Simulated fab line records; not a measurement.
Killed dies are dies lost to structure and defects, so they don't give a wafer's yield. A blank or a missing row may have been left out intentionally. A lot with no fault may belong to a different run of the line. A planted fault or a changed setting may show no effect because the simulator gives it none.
fab line records    flow sfq_line
record lots=15  wafers=42  last_day=94
route steps=325 shown I4@173 JJ@191 M5@204 R5@225
lots that met no fault: from a run of the same line without faults
start_h: the number of hours between the record's first day and the start of the first shown wafer of the lot    wait_h: how many hours have passed since the lot's step before this one    " as in the row above    L1.1+2: a single row standing in for several wafers    - no value, or no start given    * or withheld: withheld    < > ~ a bound
route shown NAME@n: a module of which the file shows steps, and the number in the route of the first    usual: average and standard deviation across the fault-free wafers    same: alike in all rows    chamber/n: place in a boat    sites: per-site readings    _std_site: how widely they spread, as a standard deviation    _edge_site: outer sites' mean less inner sites'    radius_mm: for every site, how far away it sits from the centre of the wafer    mask NAME#n: copy n    behind: tool/chamber where the wafer was last shaped    hold: what put the lot on hold/how long, in hours/how the hold closed    device: which transistor (n, p or np) failed to switch    end of line: the tests these same wafers got at the end of their route    a step without rows: its recipe alone    killed: dies lost to structure and defects at the first sort, not the wafer's yield    map: the dies of a wafer, with x for killed, . for not killed, _ for no die there
set.NAME: the run value of the setting; set.NAME@STEP: its run value at that earlier step    model.NAME: the simulator's own value behind a step, which no gauge read
steps of the route over a sample of lots; a table a step, a row a wafer
services: a tool's chamber out of use, with start hour (start_h, from the record's first day; less than 0 if before it), hours out, and reason
## steps
# step SFQ_I4_OVL_MEAS_928
# usual I4_OVL=4/4.9
lot.wafer  tool        chamber  start_h  wait_h  I4_OVL[nm]
L980.1     overlay-02  -        1125.40  0.1     11
L980.5     "           -        "        "       17
L980.6     "           -        "        "       13
L981.1     overlay-02  -        1137.52  0.1     2
L981.2     "           -        "        "       5
L981.6     "           -        "        "       3
L982.3     overlay-01  -        1156.73  0.1     -2
L982.4     "           -        "        "       3
L982.6     "           -        "        "       4
L983.1     overlay-01  -        1181.92  0.1     4
L983.3     "           -        "        "       7
L983.4     "           -        "        "       4
L984.2     overlay-01  -        1189.13  0.1     7
L984.4     "           -        "        "       11
L984.5     "           -        "        "       7
L985.1     overlay-02  -        1208.32  0.1     3
L985.2     "           -        "        "       6
L985.3     "           -        "        "       6
L992.4     overlay-01  -        1291.83  0.1     9
L992.6     "           -        "        "       16
L994.1     overlay-01  -        1295.42  0.1     0
L994.4     "           -        "        "       7
L995.1     overlay-01  -        1296.62  0.1     -1
L995.4     "           -        "        "       0
L996.1     overlay-01  -        1297.82  0.1     0
L996.2     "           -        "        "       1
L996.6     "           -        "        "       1
L997.4     overlay-02  -        1302.18  0.1     6
L997.5     "           -        "        "       4
L997.6     "           -        "        "       -2
L998.1     overlay-02  -        1303.37  0.1     -4
L998.2     "           -        "        "       -1
L998.6     "           -        "        "       -6
L999.2     overlay-02  -        1304.57  0.1     7
L999.3     "           -        "        "       8
L999.4     "           -        "        "       2
L100.2     overlay-02  -        1305.77  0.1     -3
L100.3     "           -        "        "       1
L100.5     "           -        "        "       0
L103.1     overlay-02  -        1309.37  0.1     4
L103.2     "           -        "        "       6
L103.4     "           -        "        "       8
# step SFQ_JJ_OVL_MEAS_931
# usual J5_OVL=-5/5.8
lot.wafer  tool        chamber  start_h  wait_h  J5_OVL[nm]
L980.1     overlay-01  -        1270.59  0.1     -13
L980.5     "           -        "        "       -13
L980.6     "           -        "        "       -8
L981.1     overlay-02  -        1284.92  0.1     -7
L981.2     "           -        "        "       -1
L981.6     "           -        "        "       -3
L982.3     overlay-01  -        1302.80  0.1     -5
L982.4     "           -        "        "       -6
L982.6     "           -        "        "       -14
L983.1     overlay-02  -        1319.59  0.1     -5
L983.3     "           -        "        "       -8
L983.4     "           -        "        "       -11
L984.2     overlay-02  -        1328.00  0.1     -3
L984.4     "           -        "        "       0
L984.5     "           -        "        "       -5
L985.1     overlay-02  -        1342.39  0.1     -7
L985.2     "           -        "        "       -12
L985.3     "           -        "        "       -6
L992.4     overlay-02  -        1397.28  0.1     -7
L992.6     "           -        "        "       -8
L994.1     overlay-02  -        1399.66  0.1     3
L994.4     "           -        "        "       1
L995.1     overlay-02  -        1400.86  0.1     -5
L995.4     "           -        "        "       -5
L996.1     overlay-02  -        1402.06  0.1     -9
L996.2     "           -        "        "       -11
L996.6     "           -        "        "       -13
L997.4     overlay-02  -        1403.28  0.1     -3
L997.5     "           -        "        "       2
L997.6     "           -        "        "       1
L998.1     overlay-02  -        1404.46  0.1     -1
L998.2     "           -        "        "       0
L998.6     "           -        "        "       -1
L999.2     overlay-02  -        1405.67  0.1     -8
L999.3     "           -        "        "       -7
L999.4     "           -        "        "       -9
L100.2     overlay-02  -        1406.87  0.1     -11
L100.3     "           -        "        "       -2
L100.5     "           -        "        "       -10
L103.1     overlay-02  -        1410.46  0.1     -9
L103.2     "           -        "        "       -9
L103.4     "           -        "        "       -3
# step SFQ_M5_OVL_MEAS_932
# usual M5_OVL=-1/3.9
lot.wafer  tool        chamber  start_h  wait_h  M5_OVL[nm]
L980.1     overlay-02  -        1384.06  0.1     -7
L980.5     "           -        "        "       -7
L980.6     "           -        "        "       -12
L981.1     overlay-01  -        1392.46  0.1     3
L981.2     "           -        "        "       2
L981.6     "           -        "        "       -6
L982.3     overlay-02  -        1407.38  0.1     -4
L982.4     "           -        "        "       -5
L982.6     "           -        "        "       1
L983.1     overlay-01  -        1423.89  0.1     -6
L983.3     "           -        "        "       -2
L983.4     "           -        "        "       -8
L984.2     overlay-02  -        1433.49  0.1     -8
L984.4     "           -        "        "       -4
L984.5     "           -        "        "       -7
L985.1     overlay-01  -        1453.17  0.1     5
L985.2     "           -        "        "       7
L985.3     "           -        "        "       4
L992.4     overlay-02  -        1517.47  0.1     4
L992.6     "           -        "        "       3
L994.1     overlay-02  -        1522.25  0.1     0
L994.4     "           -        "        "       -1
L995.1     overlay-01  -        1523.45  0.1     -8
L995.4     "           -        "        "       6
L996.1     overlay-01  -        1525.85  0.1     -3
L996.2     "           -        "        "       2
L996.6     "           -        "        "       -1
L997.4     overlay-01  -        1528.27  0.1     -4
L997.5     "           -        "        "       0
L997.6     "           -        "        "       -4
L998.1     overlay-02  -        1529.45  0.1     3
L998.2     "           -        "        "       -2
L998.6     "           -        "        "       -3
L999.2     overlay-01  -        1530.66  0.1     4
L999.3     "           -        "        "       1
L999.4     "           -        "        "       4
L100.2     overlay-01  -        1533.06  0.1     -2
L100.3     "           -        "        "       0
L100.5     "           -        "        "       1
L103.1     overlay-02  -        1542.45  0.1     -4
L103.2     "           -        "        "       -6
L103.4     "           -        "        "       -2
# step SFQ_TRILAYER_R5_ETCH_METAL_ETCH_139
# recipe stop_on=SiO2  mask_material=PR  chemistry=Cl2  target_depth_nm=60  icp_w=600  bias_w=80  pressure_mtorr=10  time_s=40
# usual drypump_motor_current_A=5.7/0.51  oes_product_au=0.992/0.0067
lot.wafer  tool          chamber  start_h  wait_h  drypump_motor_current_A  oes_product_au  rf_hours_counter_h
L980.1     rie_metal-04  1        1392.16  0.0     5.7                      0.993           76
L980.5     "             1        "        "       5.7                      0.992           -
L980.6     "             0        "        "       6.1                      0.986           -
L981.1     rie_metal-03  1        1426.16  0.0     6.5                      1.000           74
L981.2     "             0        "        "       5.0                      0.986           48
L981.6     "             1        "        "       6.5                      0.999           -
L982.3     rie_metal-01  1        1427.46  0.1     5.6                      0.986           -
L982.4     "             1        "        "       5.6                      0.988           -
L982.6     "             1        "        "       5.6                      0.988           -
L983.1     rie_metal-03  1        1431.88  0.0     6.5                      0.991           76
L983.3     "             1        "        "       6.5                      0.990           -
L983.4     "             0        "        "       5.1                      0.976           -
L984.2     rie_metal-01  0        1441.48  0.0     5.0                      0.978           100
L984.4     "             1        "        "       5.6                      0.980           -
L984.5     "             1        "        "       5.6                      0.987           -
L985.1     rie_metal-04  1        1467.01  0.0     5.7                      1.002           82
L985.2     "             0        "        "       6.2                      0.993           10
L985.3     "             0        "        "       6.2                      0.985           -
L992.4     rie_metal-04  0        1630.79  0.0     6.1                      0.728           -
L992.6     "             0        "        "       6.2                      0.985           -
L994.1     rie_metal-04  1        1634.37  0.0     5.7                      0.987           100
L994.4     "             0        "        "       6.2                      0.716           -
L995.1     rie_metal-04  1        1636.77  0.0     5.7                      1.009           101
L995.4     "             0        "        "       6.1                      0.719           -
L996.1     rie_metal-03  1        1637.97  0.0     6.6                      1.004           106
L996.2     "             0        "        "       5.1                      0.999           79
L996.6     "             1        "        "       6.6                      0.993           -
L997.4     rie_metal-03  1        1640.39  0.0     6.5                      0.990           -
L997.5     "             1        "        "       6.5                      0.995           -
L997.6     "             0        "        "       5.1                      0.987           -
L998.1     rie_metal-03  0        1643.36  0.0     5.0                      0.988           80
L998.2     "             1        "        "       6.5                      0.996           106
L998.6     "             1        "        "       6.5                      0.998           -
L999.2     rie_metal-01  1        1644.64  0.1     5.6                      0.992           -
L999.3     "             1        "        "       5.6                      0.997           -
L999.4     "             1        "        "       5.6                      0.997           -
L100.2     rie_metal-03  1        1646.96  0.0     6.5                      0.991           107
L100.3     "             0        "        "       5.0                      0.987           -
L100.5     "             1        "        "       6.5                      0.999           -
L103.1     rie_metal-03  0        1651.82  0.1     5.0                      0.983           82
L103.2     "             0        "        "       5.0                      0.990           -
L103.4     "             0        "        "       5.0                      0.983           -
## services
tool          chamber  start_h  hours  kind
rie_metal-01  1        1377.48  26.9   repair
rie_metal-04  -        1401.26  28.1   pm
rie_metal-01  0        1419.09  12.7   repair
rie_metal-01  1        1422.15  2.5    repair
rie_metal-01  -        1429.45  0.6    repair
rie_metal-04  1        1468.30  20.7   repair
rie_metal-01  -        1534.44  0.8    repair
rie_metal-01  0        1603.78  -      clean
rie_metal-01  0        1603.78  -      consumable_replace:focus_ring
rie_metal-01  0        1603.78  26.2   scheduled_down
rie_metal-01  0        1603.78  26.2   vent_cycle
rie_metal-01  -        1628.96  4.3    pm
rie_metal-01  0        1643.45  5.8    repair
rie_metal-03  1        1647.80  22.7   repair
## key
first_sign step=SFQ_TRILAYER_R5_ETCH_METAL_ETCH_139  reading=oes_product_au  direction=down  sigmas=41  usual=0.992  struck=0.721
effect none on later readings
met_at SFQ_TRILAYER_R5_ETCH_METAL_ETCH_139
struck_lots L992,L994,L995
struck_wafers L992.4,L994.4,L995.4
not_acting_at SFQ_I4_OVL_MEAS_928,SFQ_JJ_OVL_MEAS_931,SFQ_M5_OVL_MEAS_932
onset_between 1467.01 1630.79
fault kind=process_parameter_drift  tool=rie_metal-04  chamber=-  onset_h=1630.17  steps=SFQ_TRILAYER_R5_ETCH_METAL_ETCH_139  channel=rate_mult  offset=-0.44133  shape=step  end_h=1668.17  scope=struck_wafers_only
